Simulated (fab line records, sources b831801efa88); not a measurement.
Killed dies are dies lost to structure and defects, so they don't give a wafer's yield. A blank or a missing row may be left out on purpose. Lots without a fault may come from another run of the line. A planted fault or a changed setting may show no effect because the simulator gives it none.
Split-lot experiment | flow sfq_line | 5 lots, 14 wafers read, on a route of 325 steps

THE SPLIT
At SFQ_TRILAYER_M0_ETCH_METAL_ETCH_024 (etches Nb in Cl2/Ar, stops on SiO2, target depth 240 nm, time 120 s), the setting time_s was moved away from the recipe's 120 s on 3 of the 14 wafers read, by +14.4% to +14.6%. The other wafers ran this setting at the recipe's value.

The reading is taken at the split's own step.

THE READING
KrF_of_TRILAYER_M0_LITHO_COAT_021.thk_nm (the simulator's own value, which no gauge read), in nm, at SFQ_TRILAYER_M0_ETCH_METAL_ETCH_024 (etches Nb in Cl2/Ar, stops on SiO2, target depth 240 nm, time 120 s). The file gives no usual value for it. The 11 wafers here that ran the recipe average 382.1 nm, standard deviation 8 nm.

wafer  | tool, chamber at the split | time_s as run, s | against the recipe | KrF_of_TRILAYER_M0_LITHO_COAT_021.thk_nm, nm | against lot-mates on the recipe
L074.1 | rie_metal-01, 1            | 120              | recipe             | 368.1                                        | -
L074.2 | rie_metal-01, 0            | 120              | recipe             | 383.8                                        | -
L074.5 | rie_metal-01, 0            | 120              | recipe             | 371.1                                        | -
L077.4 | rie_metal-03, 1            | 120              | recipe             | 380.2                                        | -
L077.5 | rie_metal-03, 0            | 120              | recipe             | 377.2                                        | -
L077.6 | rie_metal-03, 1            | 120              | recipe             | 380.4                                        | -
L078.1 | rie_metal-01, 1            | 120              | recipe             | 387                                          | -
L078.2 | rie_metal-01, 0            | 120              | recipe             | 390                                          | -
L080.3 | rie_metal-01, 1            | 137.5            | +14.6%             | 348.8                                        | -33.4
L080.5 | rie_metal-01, 0            | 137.5            | +14.6%             | 361.1                                        | -21.1
L080.6 | rie_metal-01, 1            | 120              | recipe             | 382.2                                        | -
L084.1 | rie_metal-03, 1            | 137.3            | +14.4%             | 365.4                                        | -26.1
L084.2 | rie_metal-03, 0            | 120              | recipe             | 397.9                                        | -
L084.5 | rie_metal-03, 1            | 120              | recipe             | 385.1                                        | -

THE FIT
A straight line over all 14 wafers: KrF_of_TRILAYER_M0_LITHO_COAT_021.thk_nm changes by -1.63 nm for each +1% of time_s; r = -0.78; the points scatter about the line by 8.4 nm.
The same after taking each lot's own level away (the mean of its wafers on the recipe; 14 wafers): -1.85 nm for each +1%; r = -0.92; scatter 5.1 nm.
On that fit, the largest move of time_s shifts the reading by 27 nm.
The lots' own levels span 374.33 to 391.50 nm, that is 2.2 times the standard deviation above.
So the lot-to-lot level blurs the effect unless lot-mates are compared.
Check: with one of the wafers moved furthest among these (+14.6%) left out of the fit, the line predicts -23.7 nm for it against its lot-mates. It came out at -33.4 nm against them.

OTHER SPLITS ON THESE WAFERS
These wafers also went through other splits before the reading. Each is held against what the fit with the lots' levels taken away leaves over:
other split on the same wafers              | wafers away from the commonest value | r with KrF_of_TRILAYER_M0_LITHO_COAT_021.thk_nm (lot level and that fit taken away)
SFQ_TRILAYER_L0_LITHO_COAT_005 spin_rpm     | 5                                    | -0.21
SFQ_TRILAYER_L0_LITHO_PEB_008 peb_temp_c    | 3                                    | -0.48
SFQ_TRILAYER_L0_VIA_LITHO_COAT_013 spin_rpm | 3                                    | -0.06
SFQ_TRILAYER_M0_DEP_SPUTTER_019 time_s      | 1                                    | -0.56
SFQ_TRILAYER_M0_LITHO_COAT_021 spin_rpm     | 6                                    | -0.59

THE FILE'S OWN FIT
KrF_of_TRILAYER_M0_LITHO_COAT_021.thk_nm changes by -1.84 nm for each +1% of time_s, r = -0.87.
